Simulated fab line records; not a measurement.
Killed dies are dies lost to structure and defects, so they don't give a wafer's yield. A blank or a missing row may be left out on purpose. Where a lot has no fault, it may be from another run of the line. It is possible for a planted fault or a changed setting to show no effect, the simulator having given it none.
Which tool did it? :: flow gf180mcu :: 13 lots, 38 wafers sampled, at 5 steps of a route of 602

WHAT THE GAUGES SHOWED, per wafer
GF_TOP_METAL_OVL_MEAS_15.
lot: L333
measured: day 27 20:12
on: overlay-01
TOP_METAL_OVL (nm): 0.5 -0.7 -1.1

lot: L338
measured: day 29 08:36
on: overlay-02
TOP_METAL_OVL (nm): 0.4 1.4 1.2

lot: L339
measured: day 29 13:21
on: overlay-01
TOP_METAL_OVL (nm): -1.5 0.3 0.0

lot: L340
measured: day 29 20:11
on: overlay-01
TOP_METAL_OVL (nm): -1.1 -1.3 -1.4

lot: L342
measured: day 30 12:52
on: overlay-02
TOP_METAL_OVL (nm): -2.0 -0.1 0.0

lot: L343
measured: day 30 16:55
on: overlay-02
TOP_METAL_OVL (nm): 1.2 -0.7 -0.1

lot: L345
measured: day 31 13:50
on: overlay-01
TOP_METAL_OVL (nm): 1.4 -1.0 -1.6

lot: L346
measured: day 31 17:02
on: overlay-02
TOP_METAL_OVL (nm): 1.8 2.8 -0.3

lot: L351
measured: day 33 12:53
on: overlay-02
TOP_METAL_OVL (nm): -3.0 -0.2

lot: L352
measured: day 34 00:16
on: overlay-01
TOP_METAL_OVL (nm): -0.8 -0.9 -0.8

lot: L355
measured: day 34 12:15
on: overlay-02
TOP_METAL_OVL (nm): -2.1 -3.1 -0.1

lot: L356
measured: day 34 12:39
on: overlay-01
TOP_METAL_OVL (nm): 0.6 1.2 2.5

lot: L354
measured: day 34 13:18
on: overlay-01
TOP_METAL_OVL (nm): -0.1 -1.6 0.2

GF_PASSIVATION_THK_MEAS_01.
lot: L333
measured: day 27 21:02
on: film metro-02
PASSIVATION_CVD_00_THK (nm): 989 983 981

lot: L338
measured: day 29 09:59
on: film metro-03
PASSIVATION_CVD_00_THK (nm): 998 969 1015

lot: L339
measured: day 29 14:37
on: film metro-03
PASSIVATION_CVD_00_THK (nm): 1011 1013 1011

lot: L340
measured: day 29 22:10
on: film metro-04
PASSIVATION_CVD_00_THK (nm): 987 980 1011

lot: L342
measured: day 30 13:46
on: film metro-02
PASSIVATION_CVD_00_THK (nm): 993 1011 1002

lot: L343
measured: day 30 17:50
on: film metro-02
PASSIVATION_CVD_00_THK (nm): 1010 1010 997

lot: L345
measured: day 31 14:52
on: film metro-03
PASSIVATION_CVD_00_THK (nm): 976 995 989

lot: L346
measured: day 31 18:05
on: film metro-03
PASSIVATION_CVD_00_THK (nm): 991 1000 1011

lot: L351
measured: day 33 13:48
on: film metro-02
PASSIVATION_CVD_00_THK (nm): 982 954

lot: L352
measured: day 34 01:10
on: film metro-04
PASSIVATION_CVD_00_THK (nm): 994 960 1003

lot: L355
measured: day 34 13:05
on: film metro-02
PASSIVATION_CVD_00_THK (nm): 1005 995 1014

lot: L356
measured: day 34 13:32
on: film metro-04
PASSIVATION_CVD_00_THK (nm): 966 1003 1006

lot: L354
measured: day 34 14:08
on: film metro-04
PASSIVATION_CVD_00_THK (nm): 986 997 999

WHAT TOOL EACH LOT RAN ON (gives the tool, then ch and the chambers of the sampled wafers, and finally the start)
lot: L333
GF_V4_CVD_02: pecvd-04 ch 0,1, day 23 03:46
GF_V5_CVD_02: pecvd-02 ch 0,1, day 26 02:25
GF_PASSIVATION_CVD_00: pecvd-04 ch 0,1,2, day 27 20:58

lot: L338
GF_V4_CVD_02: pecvd-01 ch 1,2, day 24 19:22
GF_V5_CVD_02: pecvd-02 ch 0,1, day 27 14:40
GF_PASSIVATION_CVD_00: pecvd-03 ch 1,2, day 29 09:54

lot: L339
GF_V4_CVD_02: pecvd-02 ch 0,1,2, day 25 01:04
GF_V5_CVD_02: pecvd-03 ch 0,1,2, day 27 19:49
GF_PASSIVATION_CVD_00: pecvd-01 ch 0,1,2, day 29 14:32

lot: L340
GF_V4_CVD_02: pecvd-02 ch 0,1,2, day 25 10:25
GF_V5_CVD_02: pecvd-01 ch 0,1,2, day 28 03:34
GF_PASSIVATION_CVD_00: pecvd-04 ch 1,2, day 29 22:05

lot: L342
GF_V4_CVD_02: pecvd-04 ch 0,1,2, day 26 05:33
GF_V5_CVD_02: pecvd-01 ch 0,1, day 28 21:22
GF_PASSIVATION_CVD_00: pecvd-04 ch 1,2, day 30 13:40

lot: L343
GF_V4_CVD_02: pecvd-01 ch 0,1,2, day 26 10:55
GF_V5_CVD_02: pecvd-02 ch 0,1,2, day 29 02:08
GF_PASSIVATION_CVD_00: pecvd-04 ch 0,1,2, day 30 17:46

lot: L345
GF_V4_CVD_02: pecvd-01 ch 0,1,2, day 27 11:11
GF_V5_CVD_02: pecvd-01 ch 0,1,2, day 30 00:29
GF_PASSIVATION_CVD_00: pecvd-03 ch 0,1,2, day 31 14:47

lot: L346
GF_V4_CVD_02: pecvd-02 ch 0,1,2, day 27 12:28
GF_V5_CVD_02: pecvd-01 ch 1,2, day 30 03:00
GF_PASSIVATION_CVD_00: pecvd-01 ch 0,1,2, day 31 17:59

lot: L351
GF_V4_CVD_02: pecvd-04 ch 1,2, day 29 19:30
GF_V5_CVD_02: pecvd-02 ch 0, day 32 03:29
GF_PASSIVATION_CVD_00: pecvd-04 ch 0,1, day 33 13:43

lot: L352
GF_V4_CVD_02: pecvd-01 ch 0,2, day 30 07:54
GF_V5_CVD_02: pecvd-03 ch 0,1,2, day 32 14:01
GF_PASSIVATION_CVD_00: pecvd-04 ch 0,1,2, day 34 01:04

lot: L355
GF_V4_CVD_02: pecvd-02 ch 1,2, day 30 20:40
GF_V5_CVD_02: pecvd-03 ch 0,2, day 33 02:08
GF_PASSIVATION_CVD_00: pecvd-01 ch 0,1, day 34 13:01

lot: L356
GF_V4_CVD_02: pecvd-04 ch 0,1, day 30 20:53
GF_V5_CVD_02: pecvd-01 ch 0,2, day 33 02:48
GF_PASSIVATION_CVD_00: pecvd-03 ch 0,1, day 34 13:25

lot: L354
GF_V4_CVD_02: pecvd-01 ch 0,1,2, day 30 21:27
GF_V5_CVD_02: pecvd-02 ch 0,1, day 33 03:10
GF_PASSIVATION_CVD_00: pecvd-03 ch 0,2, day 34 14:03
- GF_V4_CVD_02: deposits SiO2 from TEOS, target thk 850 nm, time 94.851 s.
- GF_V5_CVD_02: deposits SiO2 from TEOS, target thk 1450 nm, time 163.28 s.
- GF_PASSIVATION_CVD_00: deposits SiO2 from TEOS, target thk 1000 nm, time 111.95 s.

AS READ BY THE TOOLS THEMSELVES (means over the sampled wafers that have a number; for cases with no such wafer, the mark the record gives instead)
GF_V4_CVD_02.
lot: L333
tool: pecvd-04
heater power w (W): 738
run length s (s): 122.1

lot: L338
tool: pecvd-01
heater power w (W): 696
run length s (s): 122.7

lot: L339
tool: pecvd-02
heater power w (W): 756
run length s (s): 122.8

lot: L340
tool: pecvd-02
heater power w (W): 701
run length s (s): 123.1

lot: L342
tool: pecvd-04
heater power w (W): 692
run length s (s): 122.3

lot: L343
tool: pecvd-01
heater power w (W): 641
run length s (s): 122.5

lot: L345
tool: pecvd-01
heater power w (W): 711
run length s (s): 122.7

lot: L346
tool: pecvd-02
heater power w (W): 679
run length s (s): 123.0

lot: L351
tool: pecvd-04
heater power w (W): 729
run length s (s): 122.8

lot: L352
tool: pecvd-01
heater power w (W): 673
run length s (s): 122.8

lot: L355
tool: pecvd-02
heater power w (W): 708
run length s (s): 122.4

lot: L356
tool: pecvd-04
heater power w (W): 662
run length s (s): 121.9

lot: L354
tool: pecvd-01
heater power w (W): 657
run length s (s): 122.6

GF_V5_CVD_02.
lot: L333
tool: pecvd-02
heater power w (W): 729
run length s (s): 192.0

lot: L338
tool: pecvd-02
heater power w (W): 782
run length s (s): 192.3

lot: L339
tool: pecvd-03
heater power w (W): 724
run length s (s): 190.4

lot: L340
tool: pecvd-01
heater power w (W): 752
run length s (s): 191.1

lot: L342
tool: pecvd-01
heater power w (W): 618
run length s (s): 191.4

lot: L343
tool: pecvd-02
heater power w (W): 731
run length s (s): 191.3

lot: L345
tool: pecvd-01
heater power w (W): 712
run length s (s): 190.8

lot: L346
tool: pecvd-01
heater power w (W): 683
run length s (s): 191.3

lot: L351
tool: pecvd-02
heater power w (W): 746
run length s (s): 192.1

lot: L352
tool: pecvd-03
heater power w (W): 775
run length s (s): 190.5

lot: L355
tool: pecvd-03
heater power w (W): 802
run length s (s): 191.0

lot: L356
tool: pecvd-01
heater power w (W): 658
run length s (s): 191.4

lot: L354
tool: pecvd-02
heater power w (W): 727
run length s (s): 192.0

GF_PASSIVATION_CVD_00.
lot: L333
tool: pecvd-04
heater power w (W): 683
run length s (s): 139.5

lot: L338
tool: pecvd-03
heater power w (W): 693
run length s (s): 139.2

lot: L339
tool: pecvd-01
heater power w (W): 758
run length s (s): 139.6

lot: L340
tool: pecvd-04
heater power w (W): 695
run length s (s): 140.3

lot: L342
tool: pecvd-04
heater power w (W): 747
run length s (s): 140.2

lot: L343
tool: pecvd-04
heater power w (W): 730
run length s (s): 139.8

lot: L345
tool: pecvd-03
heater power w (W): 764
run length s (s): 139.1

lot: L346
tool: pecvd-01
heater power w (W): 676
run length s (s): 139.7

lot: L351
tool: pecvd-04
heater power w (W): 644
run length s (s): 136.4

lot: L352
tool: pecvd-04
heater power w (W): 731
run length s (s): 138.0

lot: L355
tool: pecvd-01
heater power w (W): 657
run length s (s): 139.5

lot: L356
tool: pecvd-03
heater power w (W): 760
run length s (s): 139.1

lot: L354
tool: pecvd-03
heater power w (W): 748
run length s (s): 139.2

THE ANSWER, worked out from the rows above alone
Rule: the lots themselves supply what counts as usual. The widest of any qualifying gaps counts: lots, ordered by their means at a reading, are off when they make up no more than a third of the lots, leave a main group of 4 or more, and stand apart from it by 3 or more times the standard deviation of that group's means. A main group is skipped when, at the precision printed for the reading in the tables above, its means are all equal. A lot without any number at a reading at which 4 lots or more have one is off too. Any other lot the step has rows for is counted as sound. First the gauges in route order, then the tools' own readings, where a lot's mean is used as printed above. At the first step where some lot is off, the reading lying furthest off is the one used; lots without a number count as furthest.
Nothing can be told from this: no lot is off at any reading shown.

WHAT THE SIMULATOR HAD PUT IN
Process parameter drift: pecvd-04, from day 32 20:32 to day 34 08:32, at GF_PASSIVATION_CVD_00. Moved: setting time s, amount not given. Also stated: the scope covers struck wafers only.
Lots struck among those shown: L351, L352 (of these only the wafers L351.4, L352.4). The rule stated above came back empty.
